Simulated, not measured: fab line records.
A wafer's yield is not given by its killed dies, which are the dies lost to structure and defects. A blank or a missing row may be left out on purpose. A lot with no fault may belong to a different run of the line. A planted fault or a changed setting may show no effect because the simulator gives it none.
A struck lot beside a sound one :: flow sfq line :: 14 steps out of a route of 325
Sound: wafers L940.1, L940.2, L940.4. Struck: wafers L944.1, L944.4, L944.6. The cause comes at the end.
Each step with rows lists, per side, the tool, then ch with its chambers, then its first start. Under that, the readings that differ: sound wafers :: struck wafers :: difference of the means :: sigmas: that difference in standard deviations of wafers without a fault.
alike: readings with means less than 2 such deviations apart, plus words and numbers identical on both sides. not compared: withheld readings, readings lacking a value on some wafer, bounds such as >300 that could conceal the same value, and numbers that have no deviation in the record and whose values overlap.
The two part at a step that has a row with sigmas, a row that says differs or no value, or rows on one side only. Numbers that don't overlap but have no deviation are shown without sigmas and don't part them. A reading missing from all wafers of one side parts the sides only when that side holds two or more wafers.

first, 2 steps without rows for these wafers: SFQ_TRILAYER_C5_STRIP_SOLV_CLEAN_156 (cleans in NMP, time 600 s); SFQ_TRILAYER_M6_DEP_PRE_CLEAN_158 (time 22.5 s).
SFQ_TRILAYER_M6_DEP_SPUTTER_157: material Nb, target thk 200 nm, time 133.3 s.
  sound on pvd sputter-06, day 73 10:29; struck on pvd sputter-05, day 73 16:29
  alike: substrate temp c, throttle valve pct
SFQ_M6_RS_MEAS_938: measurement is done with a four-point probe.
  sound on film metro-04, day 73 10:35; struck on film metro-03, day 73 16:35
  alike: M6_NB_RS
then, 6 steps without rows for these wafers: SFQ_TRILAYER_M6_LITHO_COAT_164 (resist thk 62 nm); SFQ_TRILAYER_M6_LITHO_COAT_159 (resist thk 600 nm); SFQ_TRILAYER_M6_LITHO_SOFTBAKE_163; SFQ_TRILAYER_M6_LITHO_EXPOSE_160 (exposes mask M6, target cd 500 nm); SFQ_TRILAYER_M6_LITHO_PEB_162 (peb time 60 s); SFQ_TRILAYER_M6_LITHO_DEVELOP_161 (time 60 s).
-- the record jumps here: 5 days lie between the struck wafers' starts before and after --
SFQ_M6_OVL_MEAS_940:
  sound on overlay-01, day 78 02:29; struck on overlay-01, day 78 09:41
  alike: M6_OVL
SFQ_TRILAYER_M6_BARC_OPEN_METAL_ETCH_206: etches BARC in O2, target depth 125 nm, time 41.7 s.
  sound on rie metal-03 ch 0,1, day 78 02:31; struck on rie metal-03 ch 0,1, day 78 09:43
reading: rf fwd power W (W)
sound: 593.7 593.0 592.4
struck: 688.1 685.9 687.8
difference: +94.2
sigmas: +43

reading: model.KrF_of_TRILAYER_M6_LITHO_COAT_159.thk nm (nm)
sound: 523.2 522.5 522.7
struck: 515.9 515.1 514.7
difference: -7.6
sigmas: 
  alike: drypump motor current A, oes product au
  not compared: rf hours counter h
SFQ_TRILAYER_M6_ETCH_METAL_ETCH_162: etches Nb in Cl2/Ar, stops on SiO2, target depth 240 nm, time 120 s.
  sound on rie metal-03 ch 0,1, day 78 02:35; struck on rie metal-03 ch 0,1, day 78 09:47
reading: oes product au (a.u.)
sound: 0.881 0.895 0.896
struck: 0.912 0.907 0.906
difference: +0.018
sigmas: +3

reading: model.KrF_of_TRILAYER_M6_LITHO_COAT_159.thk nm (nm)
sound: 382 380.4 380.8
struck: 373.5 373.6 371.7
difference: -8.1
sigmas: 
  alike: drypump motor current A, rf fwd power W
  not compared: rf hours counter h
SFQ_TRILAYER_M6_STRIP_STRIP_163: strips in O2.
  sound on rie metal-03 ch 0,1, day 78 02:43; struck on rie metal-03 ch 0,1, day 78 09:55
  alike: drypump motor current A, oes product au
  not compared: rf hours counter h

## WHERE THEY PART
Earliest at SFQ_TRILAYER_M6_BARC_OPEN_METAL_ETCH_206; latest, in this record, at SFQ_TRILAYER_M6_ETCH_METAL_ETCH_162. Later steps at which nothing parts them and some readings are alike: SFQ_TRILAYER_M6_STRIP_STRIP_163.

WHY: whatever the simulator had introduced
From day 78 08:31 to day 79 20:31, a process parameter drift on rie metal-03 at SFQ_TRILAYER_M6_BARC_OPEN_METAL_ETCH_206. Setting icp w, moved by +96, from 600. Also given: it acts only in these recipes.
